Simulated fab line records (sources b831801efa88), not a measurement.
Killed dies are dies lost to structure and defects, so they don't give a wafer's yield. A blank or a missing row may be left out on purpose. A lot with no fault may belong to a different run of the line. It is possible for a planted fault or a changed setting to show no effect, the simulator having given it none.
Matching of chambers    flow gf180mcu    GF_V2_CMP_04 on cmp-02: 4 sister chambers
The step polishes SiO2. 8 wafers are shown with their chamber, then 10 later ones without.

## WAFERS WITH THEIR CHAMBER
wafer   chamber  motor_current_A (A)  time_to_endpoint_s (s)
L376.1  0        11.2                 69
L379.1  3        12.5                 69
L379.3  1        12.7                 69
L379.5  1        12.4                 77
L382.1  0        11.1                 79
L382.6  2        12.4                 83
L383.4  3        12.3                 73
L383.5  2        12.8                 84

## WAFERS WHOSE CHAMBER IS MISSING
wafer   motor_current_A (A)  time_to_endpoint_s (s)
L383.6  12.5                 73
L392.1  12.7                 79
L392.2  12.7                 71
L392.6  12.4                 81
L394.2  11.5                 70
L394.3  12.9                 66
L394.5  12.5                 76
L395.1  11.9                 78
L395.3  12.7                 74
L395.6  12.2                 79

## EACH ONE'S CHAMBER
wafer   from the rows above                in truth
L383.6  can't be placed: 1 or 3            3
L392.1  can't be placed: 2 or 1 or 3       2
L392.2  can't be placed: 1 or 3 or 2       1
L392.6  can't be placed: 2 or 1 or 3       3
L394.2  0                                  0
L394.3  can't be placed: 1 or 3 or 2       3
L394.5  can't be placed: 1 or 3 or 2       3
L395.1  can't be placed: 3 or 1 or 2 or 0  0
L395.3  can't be placed: 1 or 3 or 2       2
L395.6  can't be placed: 3 or 1 or 2       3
Placed correctly: 1 of 10. Can't be placed from these rows: 9 (the true chamber is among the candidates in 9). Wrongly placed: 0.
How it was worked out, from the rows above alone: a wafer's distance from a chamber is the root of the sum, over the readings, of the square of ((its reading less the chamber's mean) divided by the reading's scatter). The wafer belongs to the nearest chamber; if the next one is less than 2 further off, it can't be placed. For every chamber, the mean is computed from those of its wafers that are shown. How the scatter is found: for the shown wafers, subtract from each reading the mean of its chamber, square and add these, divide the total by (wafers less chambers), then take the root.
